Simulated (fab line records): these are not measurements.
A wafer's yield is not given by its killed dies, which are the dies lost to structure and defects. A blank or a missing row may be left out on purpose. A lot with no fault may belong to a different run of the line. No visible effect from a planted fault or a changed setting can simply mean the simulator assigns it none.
fab line records	flow sky130
record lots=12	wafers=35	last_day=50
route steps=708 shown METAL3@565 VIA3@574 PAD_OPEN@708
lots that met no fault: from a run of the same line without faults
start_h: hours from the record's first day to the start of the lot's first wafer shown	wait_h: time in hours since the lot's previous step	" same as the row above	L1.1+2: a single row standing in for several wafers	- no value present, or no start provided	* or withheld: withheld	< > ~ a bound
route shown NAME@n: a module of which the file shows steps, and the number in the route of the first	usual: average and standard deviation across the fault-free wafers	same: alike in all rows	chamber/n: place in a boat	sites: the reading at each site	_std_site: the standard deviation of these	_edge_site: mean of outer sites minus mean of inner sites	radius_mm: how far each site lies from the wafer's centre	mask NAME#n: copy n	behind: the tool/chamber that last shaped the wafer	hold: what put the lot on hold/how long, in hours/how the hold closed	device: whichever transistor did not switch (one of n, p or np)	end of line: at the end of the route, the tests of the same wafers	where a step has no rows: the recipe by itself	killed: the dies lost at the first sort to structure and to defects; this is not the yield of the wafer	map: per-die view of a wafer (x killed, . not killed, _ where there is no die)
set.NAME: setting as actually run; set.NAME@STEP: the setting as run at that earlier step	model.NAME: the simulator's own value behind a step, which no gauge read
one table for each step of the route and one row for each wafer, over a sample of lots
services: when a tool's chamber went out of use (start_h, in hours from the record's first day, below 0 if earlier), for how many hours, and the reason
## steps
# step SKY_METAL3_DESCUM_15
# recipe chemistry=O2	source_power_w=150	bias_power_w=0	pressure_mtorr=10	temp_c=40	time_s=8
# usual drypump_motor_current_A=5.8/0.32	oes_product_au=0.999/0.013
lot.wafer	tool	chamber	start_h	wait_h	drypump_motor_current_A	oes_product_au	rf_hours_counter_h
L476.1	rie_metal-04	0	900.05	0.0	6.0	0.993	17
L476.2	"	1	"	"	5.8	0.993	12
L476.3	"	1	"	"	5.8	1.000	-
L479.1	rie_metal-04	1	934.37	0.0	5.8	1.009	15
L479.2	"	0	"	"	6.1	1.009	1
L479.3	"	1	"	"	5.9	0.992	-
L480.1	rie_metal-01	0	935.85	0.0	6.1	1.032	13
L480.2	"	1	"	"	5.8	1.005	10
L480.5	"	1	"	"	5.7	0.998	-
L482.1	rie_metal-04	1	941.00	0.0	5.8	0.993	15
L482.2	"	0	"	"	6.0	1.009	1
L482.5	"	0	"	"	6.1	1.013	-
L481.2	rie_metal-02	0	943.20	0.0	5.0	0.989	12
L481.3	"	1	"	"	5.5	0.997	-
L481.6	"	1	"	"	5.6	0.995	-
L483.1	rie_metal-02	0	950.47	0.0	5.0	0.987	12
L483.2	"	1	"	"	5.5	0.994	1
L483.6	"	1	"	"	5.5	0.993	-
L484.1	rie_metal-04	1	971.55	0.0	5.8	0.988	17
L484.3	"	1	"	"	5.8	0.989	-
L484.6	"	1	"	"	5.8	0.989	-
L486.3	rie_metal-04	0	973.66	0.0	6.0	1.013	-
L486.4	"	1	"	"	5.9	0.987	-
L486.6	"	1	"	"	5.9	0.997	-
L487.1	rie_metal-04	0	985.42	0.0	6.0	0.998	3
L487.4	"	0	"	"	6.0	1.013	-
L490.3	rie_metal-01	1	1003.91	0.0	5.7	1.000	-
L490.4	"	0	"	"	6.1	1.030	-
L490.6	"	0	"	"	6.1	1.031	-
L497.1	rie_metal-04	0	1043.97	0.0	6.1	0.996	7
L497.2	"	1	"	"	5.8	0.992	21
L497.4	"	1	"	"	5.8	0.998	-
L498.1	rie_metal-02	0	1049.72	0.0	5.1	1.000	18
L498.2	"	1	"	"	5.5	0.990	7
L498.4	"	0	"	"	5.0	0.994	-
# step SKY_METAL3_STRIP_19
# recipe chemistry=O2/N2	power_w=1400	pressure_mtorr=1500	platen_temp_c=withheld	o2_flow_sccm=3000	n2_flow_sccm=300	overash_fraction=0.5
# usual drypump_motor_current_A=5.8/0.45	oes_product_au=0.502/0.0064	strip_time_to_endpoint_s=6.54/0.12
lot.wafer	tool	chamber	start_h	wait_h	drypump_motor_current_A	oes_product_au	rf_hours_counter_h	strip_time_to_endpoint_s
L476.1	plasma_asher-03	0	900.37	0.1	5.7	0.506	15	6.61
L476.2	"	1	"	"	6.1	0.503	15	6.27
L476.3	"	1	"	"	6.1	0.500	-	6.58
L479.1	plasma_asher-03	1	934.70	0.1	6.2	0.501	18	6.52
L479.2	"	0	"	"	5.7	0.500	18	6.58
L479.3	"	0	"	"	5.7	0.506	-	6.56
L480.1	plasma_asher-01	0	936.17	0.1	6.3	0.490	112	6.43
L480.2	"	1	"	"	5.7	0.504	112	6.56
L480.5	"	1	"	"	5.6	0.500	-	6.42
L482.1	plasma_asher-03	0	941.32	0.1	5.7	0.507	18	6.49
L482.2	"	1	"	"	6.1	0.478	18	6.26
L482.5	"	0	"	"	5.7	0.491	-	6.27
L481.2	plasma_asher-03	1	943.52	0.1	6.2	0.501	19	6.54
L481.3	"	1	"	"	6.1	0.499	-	6.55
L481.6	"	0	"	"	5.7	0.496	-	6.51
L483.1	plasma_asher-03	1	950.80	0.1	6.1	0.505	19	6.63
L483.2	"	0	"	"	5.7	0.500	19	6.53
L483.6	"	0	"	"	5.7	0.504	-	6.64
L484.1	plasma_asher-01	1	972.05	0.3	5.6	0.504	116	6.61
L484.3	"	0	"	"	6.3	0.500	-	6.60
L484.6	"	0	"	"	6.3	0.517	-	6.59
L486.3	plasma_asher-02	1	974.18	0.2	5.9	0.511	-	6.50
L486.4	"	0	"	"	4.8	0.503	-	6.55
L486.6	"	1	"	"	5.9	0.505	-	6.60
L487.1	plasma_asher-01	1	985.75	0.1	5.7	0.507	117	6.57
L487.4	"	0	"	"	6.3	0.513	-	6.71
L490.3	plasma_asher-02	1	1004.26	0.1	5.8	0.496	-	6.58
L490.4	"	0	"	"	4.8	0.501	-	6.45
L490.6	"	0	"	"	4.8	0.498	-	6.48
L497.1	plasma_asher-02	1	1044.40	0.2	5.9	0.503	89	6.60
L497.2	"	0	"	"	4.8	0.496	89	6.49
L497.4	"	1	"	"	5.8	0.499	-	6.48
L498.1	plasma_asher-01	1	1050.05	0.1	5.6	0.506	124	6.67
L498.2	"	0	"	"	6.3	0.494	124	6.38
L498.4	"	0	"	"	6.3	0.494	-	6.33
# step SKY_VIA3_THK_MEAS_01
# recipe reads=SiO2_of_VIA3_HDPCVD_00
# usual VIA3_HDPCVD_THK=1633/17
lot.wafer	tool	chamber	start_h	wait_h	VIA3_HDPCVD_THK[nm]
L476.1	film_metro-01	-	901.13	0.1	1645
L476.2	"	-	"	"	1649
L476.3	"	-	"	"	1632
L479.1	film_metro-03	-	935.49	0.1	1628
L479.2	"	-	"	"	1659
L479.3	"	-	"	"	1641
L480.1	film_metro-04	-	936.93	0.1	1652
L480.2	"	-	"	"	1652
L480.5	"	-	"	"	1635
L482.1	film_metro-03	-	942.17	0.2	1623
L482.2	"	-	"	"	1650
L482.5	"	-	"	"	1653
L481.2	film_metro-01	-	944.42	0.2	1656
L481.3	"	-	"	"	1642
L481.6	"	-	"	"	1657
L483.1	film_metro-04	-	951.57	0.1	1640
L483.2	"	-	"	"	1660
L483.6	"	-	"	"	1628
L484.1	film_metro-01	-	972.81	0.1	1600
L484.3	"	-	"	"	1638
L484.6	"	-	"	"	1623
L486.3	film_metro-03	-	974.93	0.1	1600
L486.4	"	-	"	"	1608
L486.6	"	-	"	"	1622
L487.1	film_metro-04	-	986.51	0.1	1626
L487.4	"	-	"	"	1634
L490.3	film_metro-03	-	1005.01	0.1	1631
L490.4	"	-	"	"	1638
L490.6	"	-	"	"	1617
L497.1	film_metro-04	-	1045.16	0.1	1636
L497.2	"	-	"	"	1611
L497.4	"	-	"	"	1629
L498.1	film_metro-03	-	1050.81	0.1	1621
L498.2	"	-	"	"	1628
L498.4	"	-	"	"	1631
# step SKY_VIA3_COAT_07
# recipe resist=KrF-thick	spin_rpm=3000	resist_thk_nm=450
# usual spin_speed_rpm=3000.3/2
lot.wafer	tool	chamber	start_h	wait_h	spin_speed_rpm
L476.1	litho_track-04	0	914	-	3000.1
L476.2	"	0	"	"	3004.7
L476.3	"	0	"	"	3000.0
L479.1	litho_track-03	0	948	-	2997.0
L479.2	"	0	"	"	2997.4
L479.3	"	0	"	"	2999.0
L480.1	litho_track-04	0	949	-	2999.6
L480.2	"	0	"	"	3002.4
L480.5	"	0	"	"	2999.5
L482.1	litho_track-02	0	954	-	3001.2
L482.2	"	0	"	"	3000.7
L482.5	"	0	"	"	3001.9
L481.2	litho_track-02	0	956	-	3004.2
L481.3	"	0	"	"	3003.1
L481.6	"	0	"	"	3001.5
L483.1	litho_track-02	0	964	-	2999.2
L483.2	"	0	"	"	2999.8
L483.6	"	0	"	"	3000.6
L484.1	litho_track-02	0	984	-	2949.0
L484.3	"	0	"	"	2947.2
L484.6	"	0	985	-	2948.3
L486.3	litho_track-04	0	987	-	2999.7
L486.4	"	0	"	"	2999.2
L486.6	"	0	"	"	3000.9
L487.1	litho_track-02	0	998	-	2951.9
L487.4	"	0	999	-	2951.3
L490.3	litho_track-03	0	1017	-	2998.5
L490.4	"	0	"	"	2997.6
L490.6	"	0	"	"	3001.5
L497.1	litho_track-03	0	1056	-	3001.3
L497.2	"	0	"	"	2998.8
L497.4	"	0	"	"	2999.2
L498.1	litho_track-03	0	1061	-	3001.0
L498.2	"	0	"	"	3003.2
L498.4	"	0	"	"	2999.8
# step SKY_PAD_OPEN_PROBE_99
# usual defect_limited_yield=82.7/2.1	killed_at_M0_to_M3=43/7.2	killed_at_M4_up=3.2/1.8	killed_at_contacts=23/5.6	killed_at_front_end=15/4.6	killed_at_other=0.3/0.71	killed_dies=85/10	killed_on_rim=16/4.1	killed_open=46/7.8	killed_short=38/6.5	sort_bin_3_pad_short=0.8/0.38	sort_bin_5_function=10.2/1.5	sort_bin_6_memory=6.3/1.2	sort_n_pass=407/10	sort_yield_pct=82.7/2.1
# same gross_dies=492	killed_at_back_side=0	sort_bin_4_leakage[%]=0	sort_bin_8_speed[%]=0
lot.wafer	tool	chamber	start_h	wait_h	defect_limited_yield[%]	killed_at_M0_to_M3	killed_at_M4_up	killed_at_contacts	killed_at_front_end	killed_at_other	killed_dies	killed_on_rim	killed_open	killed_short	sort_bin_3_pad_short[%]	sort_bin_5_function[%]	sort_bin_6_memory[%]	sort_n_pass	sort_yield_pct[%]
L482.1	prober-02	-	1108.87	0.1	87.2	36	2	17	8	0	63	13	38	25	0.4	8.9	3.5	429	87.2
L482.2	prober-02	-	1108.92	0.1	81.5	54	3	20	14	0	91	19	49	41	0.8	11.0	6.7	401	81.5
L482.5	prober-02	-	1109.07	0.2	79.9	61	3	26	9	0	99	22	57	42	1.0	11.2	7.9	393	79.9
L481.2	prober-02	-	1110.54	0.1	84.1	45	2	16	15	0	78	13	35	43	0.2	9.6	6.1	414	84.1
L481.3	prober-02	-	1110.59	0.2	81.7	49	4	23	14	0	90	19	46	44	0.8	11.0	6.5	402	81.7
L481.6	prober-02	-	1110.74	0.2	81.9	46	2	32	9	0	89	16	49	40	1.0	12.0	5.1	403	81.9
L484.1	prober-02	-	1132.23	0.1	83.9	40	3	20	16	0	79	14	42	37	0.8	9.3	5.9	413	83.9
L484.3	prober-02	-	1132.33	0.2	83.7	39	4	21	15	1	80	18	44	36	0.6	8.7	6.9	412	83.7
L484.6	prober-02	-	1132.48	0.2	82.5	44	3	26	13	0	86	22	46	40	0.8	10.2	6.5	406	82.5
L487.1	prober-02	-	1145.53	0.1	85.6	35	1	24	11	0	71	15	41	29	0.8	8.1	5.5	421	85.6
L487.4	prober-02	-	1145.68	0.2	83.5	50	0	22	9	0	81	24	54	27	0.2	11.4	4.9	411	83.5
L490.3	prober-01	-	1157.04	0.2	80.1	56	5	29	8	0	98	23	53	41	0.8	12.4	6.7	394	80.1
L490.4	prober-01	-	1157.09	0.2	81.7	50	1	22	17	0	90	19	46	44	1.2	11.2	5.9	402	81.7
L490.6	prober-01	-	1157.19	0.2	84.1	36	2	33	7	0	78	16	50	28	0.8	7.7	7.3	414	84.1
L498.1	prober-01	-	1194.18	0.1	87.6	32	1	15	13	0	61	13	32	29	0.4	6.5	5.5	431	87.6
L498.2	prober-01	-	1194.23	0.1	83.7	48	5	17	10	0	80	14	40	39	0.4	10.4	5.5	412	83.7
L498.4	prober-01	-	1194.33	0.2	86.6	37	3	9	16	1	66	16	39	27	0.4	7.7	5.3	426	86.6
# killed by level:class
L482.1 VIA1:geometric_particle:open=10 CONTACT:geometric_particle:open=6 VIA2:geometric_particle:open=6 LI_CONTACT:geometric_particle:open=4 LOCAL_INTERCONNECT:geometric_particle:short=4 METAL3:geometric_particle:short=4 VIA2:geometric_particle:short=3 METAL1:geometric_particle:short=3
L482.2 VIA1:geometric_particle:open=9 LI_CONTACT:geometric_particle:open=8 VIA2:geometric_particle:open=8 METAL1:geometric_particle:short=7 CONTACT:geometric_particle:open=6 VIA1:geometric_particle:short=6 METAL2:geometric_particle:short=5 FIELD_ISO:geometric_particle:open=4
L482.5 VIA1:geometric_particle:open=15 VIA2:geometric_particle:open=14 VIA3:geometric_particle:open=9 CONTACT:geometric_particle:short=8 LI_CONTACT:geometric_particle:open=7 CONTACT:geometric_particle:open=7 VIA1:geometric_particle:short=6 METAL2:geometric_particle:short=6
L481.2 METAL2:geometric_particle:short=7 CONTACT:geometric_particle:open=6 METAL1:geometric_particle:short=6 VIA3:geometric_particle:short=6 VIA3:geometric_particle:open=6 VIA1:geometric_particle:open=5 VIA1:geometric_particle:short=5 VIA2:geometric_particle:open=4
L481.3 VIA3:geometric_particle:open=10 METAL2:geometric_particle:short=9 CONTACT:geometric_particle:open=8 CONTACT:geometric_particle:short=6 VIA1:geometric_particle:open=6 LI_CONTACT:geometric_particle:open=5 VIA2:geometric_particle:open=5 VIA3:geometric_particle:short=5
L481.6 CONTACT:geometric_particle:open=15 VIA1:geometric_particle:open=9 CONTACT:geometric_particle:short=8 VIA1:geometric_particle:short=7 VIA2:geometric_particle:open=7 METAL1:geometric_particle:short=5 METAL2:geometric_particle:short=5 VIA3:geometric_particle:open=5
L484.1 CONTACT:geometric_particle:open=7 METAL1:geometric_particle:short=6 VIA1:geometric_particle:open=6 VIA2:geometric_particle:open=6 SPACER:geometric_particle:open=5 LI_CONTACT:geometric_particle:open=5 VIA1:geometric_particle:short=5 VIA3:geometric_particle:short=4
L484.3 VIA2:geometric_particle:open=6 LI_CONTACT:geometric_particle:open=6 CONTACT:geometric_particle:short=6 VIA1:geometric_particle:open=6 METAL1:geometric_particle:open=5 VIA1:geometric_particle:short=5 VIA3:geometric_particle:short=4 VIA3:geometric_particle:open=4
L484.6 VIA1:geometric_particle:open=11 LOCAL_INTERCONNECT:geometric_particle:short=9 VIA2:geometric_particle:open=8 CONTACT:geometric_particle:open=8 VIA1:geometric_particle:short=6 METAL2:geometric_particle:short=6 VIA2:geometric_particle:short=5 CONTACT:geometric_particle:short=5
L487.1 CONTACT:geometric_particle:open=9 VIA3:geometric_particle:open=7 LI_CONTACT:geometric_particle:short=6 LI_CONTACT:geometric_particle:open=6 VIA1:geometric_particle:open=6 FIELD_ISO:geometric_particle:open=5 VIA1:geometric_particle:short=4 POLY_GATE:geometric_particle:short=4
L487.4 VIA1:geometric_particle:open=18 VIA3:geometric_particle:open=9 LI_CONTACT:geometric_particle:open=8 LI_CONTACT:geometric_particle:short=6 CONTACT:geometric_particle:open=5 METAL2:geometric_particle:short=4 VIA2:geometric_particle:open=4 POLY_GATE:geometric_particle:open=3
L490.3 CONTACT:geometric_particle:open=11 VIA1:geometric_particle:open=10 LI_CONTACT:geometric_particle:open=8 VIA3:geometric_particle:open=8 VIA2:geometric_particle:short=6 CONTACT:geometric_particle:short=5 VIA1:geometric_particle:short=5 VIA2:geometric_particle:open=5
L490.4 VIA1:geometric_particle:open=11 METAL1:geometric_particle:short=10 CONTACT:geometric_particle:open=10 METAL2:geometric_particle:short=9 LI_CONTACT:geometric_particle:open=8 FIELD_ISO:geometric_particle:short=5 VIA2:geometric_particle:short=5 VIA3:geometric_particle:open=5
L490.6 CONTACT:geometric_particle:open=15 LI_CONTACT:geometric_particle:open=9 VIA3:geometric_particle:open=6 VIA1:geometric_particle:short=6 VIA1:geometric_particle:open=6 VIA3:geometric_particle:short=5 LOCAL_INTERCONNECT:geometric_particle:open=4 VIA2:geometric_particle:open=4
L498.1 VIA1:geometric_particle:open=8 LI_CONTACT:geometric_particle:open=7 METAL1:geometric_particle:short=5 CONTACT:geometric_particle:open=4 VIA1:geometric_particle:short=4 FIELD_ISO:geometric_particle:short=3 FIELD_ISO:geometric_particle:open=3 POLY_GATE:geometric_particle:short=3
L498.2 VIA1:geometric_particle:open=13 VIA2:geometric_particle:open=6 METAL2:geometric_particle:short=6 METAL3:geometric_particle:short=6 LI_CONTACT:geometric_particle:open=5 VIA2:geometric_particle:short=5 VIA3:geometric_particle:open=5 VIA3:geometric_particle:short=4
L498.4 VIA1:geometric_particle:open=11 VIA3:geometric_particle:open=5 VIA2:geometric_particle:open=5 POLY_GATE:geometric_particle:open=4 POLY_GATE:geometric_particle:short=4 METAL2:geometric_particle:short=4 FIELD_ISO:geometric_particle:short=3 FIELD_ISO:geometric_particle:open=3
## services
tool	chamber	start_h	hours	kind
rie_metal-02	1	882.61	-	clean
rie_metal-02	1	882.61	36.8	scheduled_down
rie_metal-02	1	882.61	36.8	vent_cycle
litho_track-02	-	885.04	-	consumable_replace:filter
plasma_asher-02	-	886.01	0.6	repair
rie_metal-04	0	906.49	-	clean
rie_metal-04	0	906.49	14.7	scheduled_down
rie_metal-04	0	906.49	14.7	vent_cycle
rie_metal-01	-	911.56	2.8	pm
plasma_asher-03	-	916.25	6.7	repair
plasma_asher-02	-	929.35	5.5	repair
plasma_asher-03	-	942.82	0.3	repair
rie_metal-01	0	970.21	5.3	repair
rie_metal-04	0	983.04	1.4	repair
plasma_asher-02	-	985.82	14.6	pm
rie_metal-02	-	1002.41	0.1	repair
rie_metal-02	0	1005.71	1.6	repair
rie_metal-01	1	1027.81	12.4	repair
rie_metal-01	-	1050.84	0.1	repair
plasma_asher-01	-	1055.25	9.0	pm
plasma_asher-01	0	1055.25	9.0	vent_cycle
plasma_asher-01	1	1055.25	9.0	vent_cycle
rie_metal-02	-	1059.96	1.4	pm
## key
first_sign step=SKY_VIA3_COAT_07	reading=spin_speed_rpm	direction=down	sigmas=25	usual=3000.3	struck=2949.5
effect none on later readings
met_at SKY_VIA3_COAT_07
struck_lots L484,L487
not_acting_at SKY_METAL3_DESCUM_15,SKY_METAL3_STRIP_19,SKY_VIA3_THK_MEAS_01
onset_between 964 984
fault kind=process_parameter_drift	tool=litho_track-02	chamber=-	onset_h=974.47	steps=SKY_VIA3_COAT_07	channel=spin_rpm	offset=-50.038	shape=step	acts_in=these_recipes_only	stated=3000
